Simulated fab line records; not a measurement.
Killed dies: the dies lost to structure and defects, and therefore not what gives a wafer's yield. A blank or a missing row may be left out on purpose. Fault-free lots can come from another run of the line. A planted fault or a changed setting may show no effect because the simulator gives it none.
A single fault, viewed from 2 desks -- flow gf180mcu -- each desk holds nothing but its own numbers, with what lay behind them at the end

METROLOGY DESK
What the gauges read, lot by lot, whatever tool the lot ran on: means of the sampled wafers that have a number. A lot is out of limits, marked OUT, if its mean lies more than 4 standard deviations from the usual mean; the brackets give that distance.
Columns: A = V2_BOW at GF_V2_BOW_MEAS_05, usual 101 um; B = cd_nm at GF_V2_CD_MEAS_14, usual 260.1 nm
lot,first seen here,A,B
L987,day 19 03:51,112,260.2
L988,day 19 11:59,106,261.8
L989,day 20 01:07,102,260.0
L990,day 20 10:28,98,260.3
L994,day 22 01:09,101,261.4
L101,day 24 11:46,91,259.9
L103,day 24 23:53,106,260.4
L106,day 25 20:58,97,258.1
L108,day 26 13:35,95,262.6
L109,day 26 18:26,96,260.6
L110,day 27 06:21,109,261.0
Result from this desk: across the 11 lots, nothing is out of limits.

THE TOOL OWNER'S DESK: cmp-02
The tool's own readings at GF_V2_CMP_04 (polishes SiO2): means of the sampled wafers that have a number, for each lot that ran on this tool. A lot is out of limits, marked OUT, if its mean lies more than 4 standard deviations from the usual mean; the brackets give that distance.
Columns: A = motor_current_A at GF_V2_CMP_04, usual 12.2 A; B = slurry_filter_dp_kPa at GF_V2_CMP_04, usual 13.50 kPa; C = time_to_endpoint_s at GF_V2_CMP_04, usual 78 s
lot,first seen here,A,B,C
L988,day 19 11:44,13.0,13.53,83
L990,day 20 10:14,13.9,13.55,79
L994,day 22 00:54,14.0,13.55,89
L106,day 25 20:46,12.8,13.36,78
L110,day 27 06:03,13.4,13.60,82
Result from this desk: across the 5 lots, nothing is out of limits.

PUT TOGETHER
Metrology desk: nothing out of limits seen.
The desk of the tool owner found nothing out of limits.

WHAT THE SIMULATOR HAD INSERTED
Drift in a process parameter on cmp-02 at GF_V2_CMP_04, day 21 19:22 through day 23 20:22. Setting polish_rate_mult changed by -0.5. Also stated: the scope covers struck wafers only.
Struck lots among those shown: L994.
